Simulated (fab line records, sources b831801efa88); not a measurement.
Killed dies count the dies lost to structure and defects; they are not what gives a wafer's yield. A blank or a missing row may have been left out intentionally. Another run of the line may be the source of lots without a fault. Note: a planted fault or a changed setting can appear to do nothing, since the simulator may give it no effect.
Problem report, 8D (eight disciplines) form, completed by code -- flow sky130 -- the parts of the form that need people (team, actions taken, sign-off) are left out

1. WHAT WENT WRONG
At SKY_VIA1_HDPCVD_00, run length s averages 193.8 s over 2 wafers from 2 lots, while fault-free wafers read 199.7 s, standard deviation 0.49. Measured from the usual mean, that is -12 standard deviations.
The step: deposits SiO2, target thk 1030 nm, time 171.7 s.
Seen first at day 34 18:13 on hdpcvd-01, wafer L699.4. At this step, 36 wafers from 12 lots have a number in the record. By rule, "out" or "out of limits" means more than 4 standard deviations away from the usual mean. The other wafers with a number count as sound.

2. WHAT IT IS, WHAT IT ISN'T
question,is,is not
which readings at this step,run length s,-
which lots,"L699, L700","L693, L695, L696, L708, L709, L710, L711, L712, L715, L716"
which wafers of those lots,"L699.4, L700.6","L699.2, L699.3, L700.2, L700.3"
read on which tools,hdpcvd-01,hdpcvd-02
when,from day 34 18:13,"up to then (11 sound wafers); but 23 sound wafers of L700, L708, L709, L710, L711, L712, L715, L716 came after"

3. THE SUSPECTS, EACH WITH WHAT RULES IT OUT
Counting: if a tool at a process step up to the reading ran every lot that is out, it stays a suspect. Sound lots after the first of them don't rule it out here, since some wafers of a struck lot are sound.
- hdpcvd-01 at SKY_VIA1_HDPCVD_00 (deposits SiO2, target thk 1030 nm, time 171.7 s): kept. Every lot that is out went through it, the first being L699 (day 34 18:13); the last sound lot it ran before that was L696 (day 33 17:48). Its own run length s readings are out on those wafers.
The count leaves hdpcvd-01 at SKY_VIA1_HDPCVD_00.

4. THE CAUSE (what the simulator had put in)
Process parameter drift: hdpcvd-01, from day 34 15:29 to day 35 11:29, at SKY_VIA1_HDPCVD_00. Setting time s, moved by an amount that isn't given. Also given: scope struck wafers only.
After counting, this tool was the only one left.

5. THE CHAIN OF EFFECTS, in route order
Rows list readings where the struck wafers' mean (over those with a number) sits beyond 3 standard deviations from the usual. Only readings for which the record gives a usual standard deviation are gone through. hours: the time from each lot's start at the first step in this table that gives one to its start at this step, as a median over the lots. sigmas: the change in usual standard deviations.
hours,step,reading,usual,on struck wafers,change,sigmas
0,SKY_VIA1_HDPCVD_00,run length s,199.7 s,193.8,-5.8,-12
Process steps it contains:
- SKY_VIA1_HDPCVD_00: deposits SiO2, target thk 1030 nm, time 171.7 s.
Later steps that measure or inspect, where all struck wafers having a row at the step show a number for every such reading and not one has moved that far: SKY_VIA1_THK_MEAS_01.

6. WHAT WOULD HAVE CAUGHT IT SOONER
In this record no reading fell out of limits until day 34 18:13, 3 hours after the fault had begun at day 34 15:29.
